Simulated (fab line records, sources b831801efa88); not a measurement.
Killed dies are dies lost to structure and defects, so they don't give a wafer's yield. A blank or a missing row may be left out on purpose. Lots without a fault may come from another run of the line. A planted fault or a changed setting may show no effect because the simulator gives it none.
Which tool did it? | flow gf180mcu | 13 lots, 39 wafers sampled, at 4 steps of a route of 602

WHAT THE GAUGES READ, wafer by wafer
GF_VT_IMPLANT_OVL_MEAS_40.
lot  | measured     | on         | VT_IMPLANT_03_OVL (nm)
L774 | day 7 13:13  | overlay-02 | -0.7 -1.5 -1.2
L777 | day 8 09:01  | overlay-02 | -1.9 -0.8 -0.4
L778 | day 8 15:14  | overlay-01 | 0.7 -0.4 1.0
L779 | day 8 22:14  | overlay-01 | 1.2 0.2 -0.5
L780 | day 9 04:55  | overlay-02 | -1.9 -0.4 -0.7
L783 | day 10 01:14 | overlay-01 | -0.1 0.0 -0.5
L784 | day 10 10:14 | overlay-02 | -0.6 0.7 -0.3
L787 | day 11 02:56 | overlay-01 | 0.4 0.1 0.5
L788 | day 11 08:53 | overlay-01 | 1.7 0.5 0.5
L792 | day 12 10:05 | overlay-01 | -0.8 -1.6 0.1
L795 | day 13 03:57 | overlay-01 | -125.5 -124.7 -124.7
L796 | day 13 12:08 | overlay-02 | -0.6 0.5 -2.4
L797 | day 13 19:02 | overlay-02 | -123.6 -123.0 -123.3

GF_V2_THK_MEAS_01.
lot  | measured     | on            | V2_CVD_00_THK (nm)
L774 | day 18 22:19 | film_metro-01 | 594 603 601
L777 | day 20 06:24 | film_metro-04 | 605 607 600
L778 | day 20 13:15 | film_metro-03 | 606 599 601
L779 | day 21 03:30 | film_metro-04 | 594 598 597
L780 | day 21 16:54 | film_metro-01 | 589 589 592
L783 | day 23 01:53 | film_metro-03 | 598 595 599
L784 | day 23 14:55 | film_metro-01 | 600 598 603
L787 | day 24 11:02 | film_metro-01 | 592 592 589
L788 | day 24 21:21 | film_metro-03 | 605 600 601
L792 | day 25 13:57 | film_metro-03 | 607 601 606
L795 | day 26 10:02 | film_metro-01 | 593 589 589
L796 | day 26 17:41 | film_metro-04 | 595 594 598
L797 | day 27 02:34 | film_metro-01 | 594 591 598

WHICH TOOL RAN EACH LOT (tool, then ch and the chambers of the sampled wafers, then the start)
lot  | GF_VT_IMPLANT_EXPOSE_37             | GF_V1_CMP_26
L774 | iline_stepper-02 ch 0, day 7 05:18  | cmp-02 ch 0,2,3, day 17 21:29
L777 | iline_stepper-02 ch 0, day 8 00:51  | cmp-02 ch 0,1,3, day 19 05:01
L778 | iline_stepper-01 ch 0, day 8 07:37  | cmp-02 ch 1,2, day 19 12:12
L779 | iline_stepper-01 ch 0, day 8 14:36  | cmp-02 ch 0,1,3, day 20 02:20
L780 | iline_stepper-02 ch 0, day 8 20:48  | cmp-02 ch 0,1,2, day 20 16:04
L783 | iline_stepper-01 ch 0, day 9 17:03  | cmp-01 ch 0,2,3, day 22 01:21
L784 | iline_stepper-01 ch 0, day 10 01:22 | cmp-01 ch 0,3, day 22 14:29
L787 | iline_stepper-02 ch 0, day 10 18:32 | cmp-02 ch 0,1, day 23 11:12
L788 | iline_stepper-02 ch 0, day 11 00:50 | cmp-01 ch 0,1,3, day 23 21:56
L792 | iline_stepper-02 ch 0, day 12 01:22 | cmp-01 ch 0,2,3, day 24 15:31
L795 | iline_stepper-02 ch 0, day 12 19:01 | cmp-01 ch 2,3, day 25 11:53
L796 | iline_stepper-01 ch 0, day 13 02:53 | cmp-01 ch 1,3, day 25 19:10
L797 | iline_stepper-02 ch 0, day 13 09:37 | cmp-02 ch 1,2, day 26 03:42
- GF_VT_IMPLANT_EXPOSE_37: exposes mask Nwell HV AREA, target cd 860 nm.
- GF_V1_CMP_26: polishes, stops on SiO2, t overpolish 15 s, target thk 0 nm.

WHAT THE TOOLS THEMSELVES READ (means of the sampled wafers that have a number; where no wafer has one, the mark that the record gives instead)
GF_V1_CMP_26.
lot  | tool   | motor_current_A (A) | overpolish_run_s (s) | platen_rpm (rpm) | retaining_ring_pressure_frac | time_to_endpoint_s (s)
L774 | cmp-02 | 11.6                | 14.998               | 59.97            | 0.997                        | 81
L777 | cmp-02 | 11.7                | 14.999               | 59.98            | 1.003                        | 84
L778 | cmp-02 | 12.2                | 15.002               | 59.98            | 0.999                        | 82
L779 | cmp-02 | 11.6                | 15.004               | 60.01            | 1.000                        | 84
L780 | cmp-02 | 11.9                | 15.000               | 60.01            | 1.000                        | 81
L783 | cmp-01 | 10.6                | 14.991               | 60.03            | 0.997                        | 83
L784 | cmp-01 | 10.3                | 14.994               | 60.02            | 0.999                        | 80
L787 | cmp-02 | 12.0                | 15.006               | 60.04            | 0.997                        | 81
L788 | cmp-01 | 9.9                 | 15.008               | 59.97            | 1.004                        | 79
L792 | cmp-01 | 10.6                | 15.001               | 59.97            | 1.001                        | 83
L795 | cmp-01 | 10.2                | 14.992               | 59.95            | 0.996                        | 82
L796 | cmp-01 | 9.4                 | 14.991               | 59.97            | 1.002                        | 83
L797 | cmp-02 | 11.7                | 15.005               | 60.02            | 0.998                        | 79

THE ANSWER, worked out from the rows above alone
Rule: what is usual is taken from the lots themselves. Put in order of their means at a reading, lots are off if they are a third of the lots or fewer, leave a main group of 4 or more, and stand apart from it by a gap of 3 or more times the standard deviation of the main group's means; of several such gaps the widest counts. A main group whose means are all the same, to the digits that the tables above print for the reading, isn't used. A lot without any number at a reading at which 4 lots or more have one is off too. The other lots that the step has rows for count as sound. The gauges are gone through in route order, then the tools' own readings, and for those a lot's mean is taken as printed above. The first step at which some lot is off is used, and at that step the reading that is off furthest; a lot without a number counts as furthest.
Off: L795, L797, at GF_VT_IMPLANT_OVL_MEAS_40 (VT_IMPLANT_03_OVL). The main group: mean -0.3 nm, standard deviation 0.68.
A tool fits if, at a process step before that reading, it ran every lot that is off, and no sound lot after the first of them. The gauges at GF_VT_IMPLANT_OVL_MEAS_40 are tried like those tools. One fits: iline_stepper-02 at GF_VT_IMPLANT_EXPOSE_37. Its last sound lot is L792 (day 12 01:22), its first lot that is off L795 (day 12 19:01): a fault that began between those two fits.

WHAT THE SIMULATOR HAD PUT IN
Scanner matching overlay: iline_stepper-02, from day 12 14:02 on, at GF_VT_IMPLANT_EXPOSE_37. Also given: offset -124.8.
Lots struck among those shown: L795, L797. The rule above found the same.
